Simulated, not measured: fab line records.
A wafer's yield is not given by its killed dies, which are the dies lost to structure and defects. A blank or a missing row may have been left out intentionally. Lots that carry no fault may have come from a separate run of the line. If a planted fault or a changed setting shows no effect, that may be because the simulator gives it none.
Which tool is to blame? + flow sky130 + Sampling: 13 lots, 39 wafers, 2 of 708 route steps

== WHAT THE GAUGES READ, wafer by wafer ==
SKY_VIA1_CD_MEAS_12 targets a cd of 150 nm. Usual: cd-nm at 149.9 nm, with a standard deviation of 1.4.
| lot  | measured     | on        | cd-nm (nm)        | flag |
|------|--------------|-----------|-------------------|------|
| L936 | day 34 17:44 | cd-sem-02 | 150.9 151.9 151.2 |      |
| L937 | day 35 01:58 | cd-sem-02 | 149.7 149.9 149.2 |      |
| L939 | day 35 14:43 | cd-sem-02 | 150.6 149.7 149.9 |      |
| L940 | day 35 18:26 | cd-sem-01 | 150.1 149.0 150.0 |      |
| L941 | day 35 21:22 | cd-sem-01 | 150.4 150.6 149.4 |      |
| L942 | day 36 08:04 | cd-sem-01 | 149.3 150.6 149.5 |      |
| L943 | day 36 11:58 | cd-sem-01 | 149.6 150.7 148.6 |      |
| L944 | day 37 00:39 | cd-sem-02 | 149.0 147.9 149.8 |      |
| L946 | day 37 13:29 | cd-sem-02 | 149.4 150.4 149.2 |      |
| L951 | day 38 21:18 | cd-sem-02 | 151.5 150.6 149.5 |      |
| L952 | day 39 08:54 | cd-sem-02 | 150.2 150.9 148.8 |      |
| L954 | day 39 14:22 | cd-sem-02 | 146.5 147.0 148.7 |      |
| L955 | day 40 01:49 | cd-sem-02 | 149.2 150.5 150.4 |      |

== WHICH TOOL RAN EACH LOT (tool, then ch and the chambers of the sampled wafers, then the start) ==
| lot  | SKY_LDD_N_IMPLANT_10            |
|------|---------------------------------|
| L936 | implanter-01 ch 0, day 18 15:58 |
| L937 | implanter-04 ch 0, day 18 21:26 |
| L939 | implanter-04 ch 0, day 19 14:06 |
| L940 | implanter-02 ch 0, day 19 20:17 |
| L941 | implanter-01 ch 0, day 19 23:26 |
| L942 | implanter-01 ch 0, day 20 11:58 |
| L943 | implanter-01 ch 0, day 20 17:00 |
| L944 | implanter-01 ch 0, day 21 06:44 |
| L946 | implanter-01 ch 0, day 21 19:25 |
| L951 | implanter-01 ch 0, day 23 11:43 |
| L952 | implanter-04 ch 0, day 24 01:48 |
| L954 | implanter-04 ch 0, day 24 09:47 |
| L955 | implanter-02 ch 0, day 24 20:52 |
- SKY_LDD_N_IMPLANT_10

== AS READ BY THE TOOLS THEMSELVES (means over the sampled wafers that have a number; for cases with no such wafer, the mark the record gives instead) ==
SKY_LDD_N_IMPLANT_10. Usual: dose-ions-cm2 7.499e+13, standard deviation 7.9e+10; faraday-current-uA 424, standard deviation 8.7.
| lot  | tool         | dose-ions-cm2 | faraday-current-uA | flag |
|------|--------------|---------------|--------------------|------|
| L936 | implanter-01 | 7.501e+13     | 431                |      |
| L937 | implanter-04 | 7.499e+13     | 426                |      |
| L939 | implanter-04 | 7.487e+13     | 411                |      |
| L940 | implanter-02 | 7.499e+13     | 421                |      |
| L941 | implanter-01 | 7.503e+13     | 425                |      |
| L942 | implanter-01 | 7.496e+13     | 419                |      |
| L943 | implanter-01 | 7.491e+13     | 433                |      |
| L944 | implanter-01 | 7.496e+13     | 429                |      |
| L946 | implanter-01 | 7.495e+13     | 430                |      |
| L951 | implanter-01 | 7.503e+13     | 427                |      |
| L952 | implanter-04 | 6.818e+13     | 387                | OFF  |
| L954 | implanter-04 | 6.821e+13     | 384                | OFF  |
| L955 | implanter-02 | 7.494e+13     | 423                |      |

== THE ANSWER, worked out from the rows above alone ==
Rule: lot off if the mean of its wafers having a number is beyond 3 standard deviations from the usual mean. A lot without any number at a reading at which 4 lots or more have one is off too. The other lots that the step has rows for count as sound. Order of review: gauges by route order, followed by the tools' own readings, for which a lot's mean as printed above is used. The first step at which some lot is off is used, and at that step the reading that is off furthest; a lot without a number counts as furthest.
Off, at SKY_LDD_N_IMPLANT_10 on dose-ions-cm2: L952, L954.
A tool fits if, at that step or a process step before it, it ran every lot that is off, and no sound lot after the first of them. One candidate fits, namely implanter-04 at SKY_LDD_N_IMPLANT_10. A fault onset in the window from L939 (day 19 14:06, its last sound lot) to L952 (day 24 01:48, its first lot off) fits.
The tool's own readings at SKY_LDD_N_IMPLANT_10 bear it out: on the lots that are off they differ by more than 5 times the standard deviation of the sound lots' means. dose-ions-cm2 reads 6.820e+13 there against 7.497e+13 on the sound lots; faraday-current-uA reads 386 there against 425 on the sound lots.

== WHAT THE SIMULATOR HAD PUT IN ==
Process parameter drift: implanter-04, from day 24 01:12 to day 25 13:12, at SKY_LDD_N_IMPLANT_10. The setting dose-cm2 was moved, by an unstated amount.
Lots struck among those shown: L952, L954. The rule above found the same.
